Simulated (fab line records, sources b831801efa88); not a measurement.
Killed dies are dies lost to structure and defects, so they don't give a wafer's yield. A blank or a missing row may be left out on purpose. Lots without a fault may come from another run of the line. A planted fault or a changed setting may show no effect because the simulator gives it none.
A struck lot beside a sound one | flow sky130 | 18 steps out of a route of 708
Sound: wafers L791.1, L791.4, L791.5. Struck: wafers L811.1, L811.3, L811.5. The cause comes at the end.
At each step with rows: each side's tool, then ch and its chambers, then its first start. Under that, the readings that differ: sound wafers | struck wafers | difference of the means | sigmas: that difference in standard deviations of wafers without a fault.
alike: readings whose means differ by less than 2 such deviations, and words and numbers that are the same on both sides. not compared: withheld readings, readings that some wafer has no value for, bounds like >300 that may hide the same value, and numbers for which the record gives no deviation and whose values overlap.
The two part at a step that has a row with sigmas, a row that says differs or no value, or rows on one side only. Numbers that don't overlap but have no deviation are shown without sigmas and don't part them. A reading that every wafer of one side lacks parts them only if that side has two wafers or more.

SKY_METAL4_SPUTTER_02: material AlCu, target thk 735 nm, time 39.64 s.
  sound on pvd_sputter-04, day 41 14:38; struck on pvd_sputter-03, day 46 22:43
  alike: throttle_valve_pct
SKY_METAL4_SPUTTER_03: material Ti, target thk 5 nm, time 3.3 s.
  sound on pvd_sputter-04, day 41 14:40; struck on pvd_sputter-03, day 46 22:45
  alike: throttle_valve_pct
SKY_METAL4_SPUTTER_04: material TiN, target thk 70 nm, time 58.3 s.
  sound on pvd_sputter-04, day 41 14:41; struck on pvd_sputter-03, day 46 22:46
  alike: throttle_valve_pct
SKY_CAP2M_CVD_00: deposits SiO2, target thk 15.5 nm.
  sound on pecvd-03 ch 0,1, day 41 14:44; struck on pecvd-04 ch 0,1, day 46 22:49
  reading            | sound        | struck      | difference | sigmas
  heater_power_w (W) | 1012 667 987 | 681 667 665 | -218       | -2
SKY_CAP2M_THK_MEAS_01:
  sound on film_metro-01, day 41 14:46; struck on film_metro-02, day 46 22:50
  alike: CAP2M_CVD_00_THK
then, 1 step without rows for these wafers: SKY_CAP2M_SPUTTER_02 (material TiN, target thk 200 nm, time 166.7 s).
SKY_CAP2M_RS_MEAS_03: measures by four-point-probe.
  sound on film_metro-02, day 41 14:56; struck on film_metro-02, day 46 23:02
  alike: CAP2M_TIN_RS
SKY_CAP2M_THK_MEAS_04: measures by xrf.
  sound on film_metro-02, day 41 15:04; struck on film_metro-02, day 46 23:09
  alike: CAP2M_TIN_THK
then, 4 steps without rows for these wafers: SKY_CAP2M_DEHYDRATE_05 (time 60 s); SKY_CAP2M_HMDS_06 (prime time 60 s); SKY_CAP2M_COAT_07 (resist thk 1140 nm); SKY_CAP2M_SOFTBAKE_08 (time 60 s).
SKY_CAP2M_EXPOSE_09: exposes mask CAP2M, target cd 1000 nm.
  sound on iline_stepper-01 ch 0, day 42 03:32; struck on iline_stepper-01 ch 0, day 47 08:58
  reading                       | sound             | struck            | difference | sigmas
  model.CAP2M.overlay_x_nm (nm) | 0.217 0.217 0.217 | 142.2 142.2 142.2 | +142.0     |
  alike: mask
then, 2 steps without rows for these wafers: SKY_CAP2M_PEB_10; SKY_CAP2M_DEVELOP_11 (develop time 60 s).
SKY_CAP2M_OVL_MEAS_12:
  sound on overlay-01, day 42 15:16; struck on overlay-02, day 47 19:16
  reading        | sound       | struck            | difference | sigmas
  CAP2M_OVL (nm) | 2.2 2.1 0.2 | 142.3 144.7 144.7 | +142.4     | +99 or more
SKY_CAP2M_METAL_ETCH_13: etches TiN in Cl2/BCl3, stops on SiO2, target depth 220 nm, time 62.9 s.
  sound on rie_metal-02 ch 0,1, day 42 15:17; struck on rie_metal-04 ch 0,1, day 47 19:19
  alike: drypump_motor_current_A, oes_product_au, throttle_valve_pct
  not compared: rf_hours_counter_h
-- the record jumps here: 4 days lie between the struck wafers' starts before and after (it left off in module CAP2M and takes up again in module PAD_OPEN, whose first step shown is number 708 of the route) --
SKY_PAD_OPEN_PROBE_99:
  the record has rows for the struck wafers here (prober-02, day 51 17:53) and none for the sound ones

WHERE THEY PART
First at SKY_CAP2M_CVD_00; last, within this record, at SKY_PAD_OPEN_PROBE_99.

WHY: what the simulator had put in
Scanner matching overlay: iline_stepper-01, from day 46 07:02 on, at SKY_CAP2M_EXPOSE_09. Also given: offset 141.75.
